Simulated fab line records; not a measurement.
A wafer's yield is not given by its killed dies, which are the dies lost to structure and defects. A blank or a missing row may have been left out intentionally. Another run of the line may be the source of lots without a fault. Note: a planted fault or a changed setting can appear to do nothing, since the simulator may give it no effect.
A single fault, viewed from 2 desks | flow sky130 | only its own numbers are on each desk; what lay behind them is given at the end

== AT THE METROLOGY DESK ==
What the gauges read, lot by lot, whatever tool the lot ran on: means of the sampled wafers that have a number. If a lot's mean is further than 4 standard deviations from the usual mean, the lot is out of limits and carries the mark OUT (the distance appears in the brackets).
Columns: A = VIA4_W_RS at SKY_VIA4_RS_MEAS_19, usual 0.224 ohm/sq
lot  | first seen here | A
L614 | day 43 04:47    | 0.224
L615 | day 43 20:49    | 0.227
L617 | day 43 21:03    | 0.227
L616 | day 44 02:59    | 0.226
L618 | day 44 19:47    | 0.227
L619 | day 45 07:37    | 0.222
L620 | day 45 12:33    | 0.229
L626 | day 46 22:44    | 0.225
L627 | day 47 04:27    | 0.220
L629 | day 47 06:18    | 0.225
L628 | day 47 07:14    | 0.222
L632 | day 47 19:54    | 0.221
Finding of this desk: none of the 12 lots has anything out of limits.

== THE TOOL OWNER'S DESK: cvd-w-01 ==
The tool's own readings at SKY_CONTACT_CVD_24 (deposits W, target thk 340 nm, time 102.12 s): means of the sampled wafers that have a number, for each lot that ran on this tool. If a lot's mean is further than 4 standard deviations from the usual mean, the lot is out of limits and carries the mark OUT (the distance appears in the brackets).
Columns: A = heater-power-w at SKY_CONTACT_CVD_24, usual 909 W
lot  | first seen here | A
L614 | day 32 00:13    | 855
L616 | day 33 03:18    | 859
L619 | day 34 14:40    | 917
L620 | day 34 20:40    | 858
L626 | day 36 18:22    | 862
L627 | day 36 21:30    | 856
L628 | day 37 01:01    | 921
Finding of this desk: none of the 7 lots has anything out of limits.

== BROUGHT TOGETHER ==
From the metrology desk's view, nothing was out of limits.
The tool owner's desk saw nothing out of limits.

== WHAT THE SIMULATOR HAD PUT IN ==
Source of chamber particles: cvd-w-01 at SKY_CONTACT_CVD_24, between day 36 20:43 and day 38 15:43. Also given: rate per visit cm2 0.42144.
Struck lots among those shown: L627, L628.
